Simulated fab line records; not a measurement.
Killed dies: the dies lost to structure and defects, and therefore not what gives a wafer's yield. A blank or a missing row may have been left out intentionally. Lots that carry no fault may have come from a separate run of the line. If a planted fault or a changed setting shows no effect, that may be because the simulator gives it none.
A single fault, viewed from 2 desks ; flow sky130 ; every desk sees just its own numbers, and what lay behind them comes last

THE METROLOGY DESK
Lot by lot, what the gauges showed, no matter which tool ran the lot: averages of those sampled wafers that carry a number. The brackets show how far a lot's mean lies from the usual mean; more than 4 standard deviations puts the lot out of limits, marked OUT.
Columns: A = PWDE_OVL at SKY_PWDE_OVL_MEAS_07, usual 0.4 nm; B = VT_ADJUST_PCH_OVL at SKY_VT_ADJUST_PCH_OVL_MEAS_07, usual 1.5 nm; C = LDD_P_TW at SKY_LDD_P_TW_MEAS_11, usual 637
lot;first seen here;A;B;C
L723;day 3 17:55;1.4;2.4;633
L725;day 4 08:25;-0.6;3.0;651
L726;day 4 14:31;2.0;2.0;635
L727;day 4 19:49;1.6;1.5;635
L728;day 4 23:19;2.9;1.5;651
L729;day 5 07:35;1.6;1.9;633
L730;day 5 14:58;0.1;2.3;648
L731;day 5 18:22;-3.6;2.7;634
L732;day 6 00:16;0.7;2.0;634
L738;day 7 07:15;-0.7;2.6;-
L744;day 8 17:12;1.8;0.5;626
L745;day 9 00:01;2.6;0.5;629
L746;day 9 06:04;2.6;1.4;631
This desk found nothing out of limits on any of the 13 lots.

THE TOOL OWNER'S DESK: plasma-asher-04
The tool's own readings at SKY_SONOS_ONO_STRIP_17 (strips in O2/N2): means of the sampled wafers that have a number, for each lot that ran on this tool. The brackets show how far a lot's mean lies from the usual mean; more than 4 standard deviations puts the lot out of limits, marked OUT.
Columns: A = chamber-pressure-mTorr at SKY_SONOS_ONO_STRIP_17, usual 1500.2 mTorr; B = drypump-motor-current-A at SKY_SONOS_ONO_STRIP_17, usual 5.7 A; C = n2-flow-sccm at SKY_SONOS_ONO_STRIP_17, usual 299.9 sccm; D = oes-product-au at SKY_SONOS_ONO_STRIP_17, usual 0.710 a.u.; E = strip-time-to-endpoint-s at SKY_SONOS_ONO_STRIP_17, usual 14.09 s
lot;first seen here;A;B;C;D;E
L728;day 14 07:58;1500.4;6.3;300.2;0.711;14.01
L729;day 14 21:28;1500.8;6.0;299.3;0.711;14.08
L738;day 17 17:49;1507.6 (+6.2) OUT;6.1;300.0;0.722;-
L744;day 19 22:39;1500.6;5.7;298.6;0.710;14.02
L746;day 20 12:25;1499.7;6.0;301.1;0.710;14.06
This desk's verdict: out of limits on L738, starting with L738 at day 17 17:49 (chamber-pressure-mTorr at SKY_SONOS_ONO_STRIP_17). In limits: L728, L729, L744, L746.

ALL TOGETHER
The tool owner's desk could have raised an alarm at day 17 17:49, on L738.
Nothing out of limits was seen by the metrology desk.
The metrology desk has L738 on record, within its limits.
The lots listed all ran SKY_SONOS_ONO_STRIP_17 on plasma-asher-04.

WHAT THE SIMULATOR HAD PUT IN
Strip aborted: plasma-asher-04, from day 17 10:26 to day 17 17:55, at SKY_SONOS_ONO_STRIP_17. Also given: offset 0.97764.
Shown lots that were struck: L738.
Hours from the fault's start to each desk's first reading out of limits: the tool owner's desk, 7.
